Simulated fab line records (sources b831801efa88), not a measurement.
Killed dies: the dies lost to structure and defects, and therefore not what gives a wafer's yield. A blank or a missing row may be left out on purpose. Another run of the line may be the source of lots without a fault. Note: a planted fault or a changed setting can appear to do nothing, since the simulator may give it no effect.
Code-filled problem report in 8D (eight disciplines) form | flow sky130 | the parts of the form that need people (team, actions taken, sign-off) are left out

== 1. THE ISSUE ==
CAPM_TIN_RS at SKY_CAPM_RS_MEAS_03 reads a mean of 6.30 ohm/sq on 1 wafer of 1 lot; wafers without a fault read 6.92 ohm/sq with a standard deviation of 0.11. That puts it -5.6 standard deviations away from the usual mean.
The step: measures by four-point-probe.
The first sign was on wafer L539.5 at day 40 18:04, on film metro-02. At this step, 37 wafers from 13 lots have a number in the record. The rule behind "out" and "out of limits": a value lying over 4 standard deviations away from the usual mean. Any other wafer with a number is counted as sound.

== 2. WHAT THIS IS AND IS NOT ==
question                    | is                     | is not
which readings at this step | CAPM_TIN_RS            | -
which lots                  | L539                   | L529, L531, L532, L533, L534, L535, L536, L537, L545, L546, L547, L549
which wafers of those lots  | all that have a number | -
read on which gauges        | film metro-02          | film metro-01, film metro-03
when                        | from day 40 18:04      | up to then (24 sound wafers); but 12 sound wafers of L545, L546, L547, L549 came after

== 3. THE SUSPECTS, EACH WITH WHAT RULES IT OUT ==
Counting: a tool at a process step up to the reading stays a suspect if it ran every lot that is out and no sound lot after the first of them.
- the gauge at SKY_CAPM_RS_MEAS_03 is ruled out. All the wafers that are out were read on film metro-02, but those of them that SKY_CAPM_METAL_ETCH_13 has rows for are out there too, on other tools.
- pvd sputter-01 at SKY_METAL3_SPUTTER_03 (material Ti, target thk 5 nm, time 3.3 s): ruled out as a lasting fault. Sound lots L546 ran on it after its first lot that is out, L539 (day 40 17:44).
- pvd sputter-04 at SKY_CAPM_SPUTTER_02 (material TiN, target thk 200 nm, time 166.7 s): kept. It ran the lot that is out, L539 (day 40 17:55), and no sound lot after that; its last sound lot up to then is L537 (day 40 05:49).
Remaining after the count: pvd sputter-04 at SKY_CAPM_SPUTTER_02.

== 4. THE CAUSE (what the simulator had put in) ==
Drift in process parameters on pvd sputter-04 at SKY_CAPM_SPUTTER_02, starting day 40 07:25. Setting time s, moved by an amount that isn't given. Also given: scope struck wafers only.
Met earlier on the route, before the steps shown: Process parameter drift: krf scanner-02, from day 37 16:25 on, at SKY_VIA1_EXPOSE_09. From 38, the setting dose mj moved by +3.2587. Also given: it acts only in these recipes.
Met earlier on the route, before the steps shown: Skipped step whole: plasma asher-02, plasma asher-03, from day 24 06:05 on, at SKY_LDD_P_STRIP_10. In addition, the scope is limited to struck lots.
This tool alone remained once counting was done.

== 5. SEQUENCE OF EFFECTS, ordered by route ==
Each row: a reading where the mean over the struck wafers with a number is more than 3 standard deviations away from the usual. Scope: only readings with a usual standard deviation given in the record; hours: median across lots of the time from each lot's start at the first step in this table that gives one to its start at this step; sigmas: change in usual standard deviations.
hours | step                   | reading        | usual       | on struck wafers | change | sigmas
0     | SKY_CAPM_RS_MEAS_03    | CAPM_TIN_RS    | 6.92 ohm/sq | 6.30             | -0.62  | -5.6
0     | SKY_CAPM_THK_MEAS_04   | CAPM_TIN_THK   | 201 nm      | 221              | +20    | +6.2
24    | SKY_CAPM_METAL_ETCH_13 | oes product au | 0.940 a.u.  | 0.985            | +0.045 | +4.7
Here are the process steps it includes:
- SKY_CAPM_METAL_ETCH_13: etches TiN in Cl2/BCl3, stops on SiO2, target depth 220 nm, time 62.9 s.

== 6. HOW IT WOULD HAVE BEEN CAUGHT EARLIER ==
The first out-of-limits reading at a measuring or inspecting step in this record came at day 40 18:04, 11 hours after the fault's start at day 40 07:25.
No tool reading at SKY_CAPM_SPUTTER_02 that has a usual standard deviation in the record was out on any struck wafer, so an alarm limit of 4 standard deviations on those readings would not have fired.
The start of SKY_CAPM_SPUTTER_02 on pvd sputter-04 came by day 40 18:04 for every one of the lots that are out (1). A hold on the tool at that time would have spared none of them.
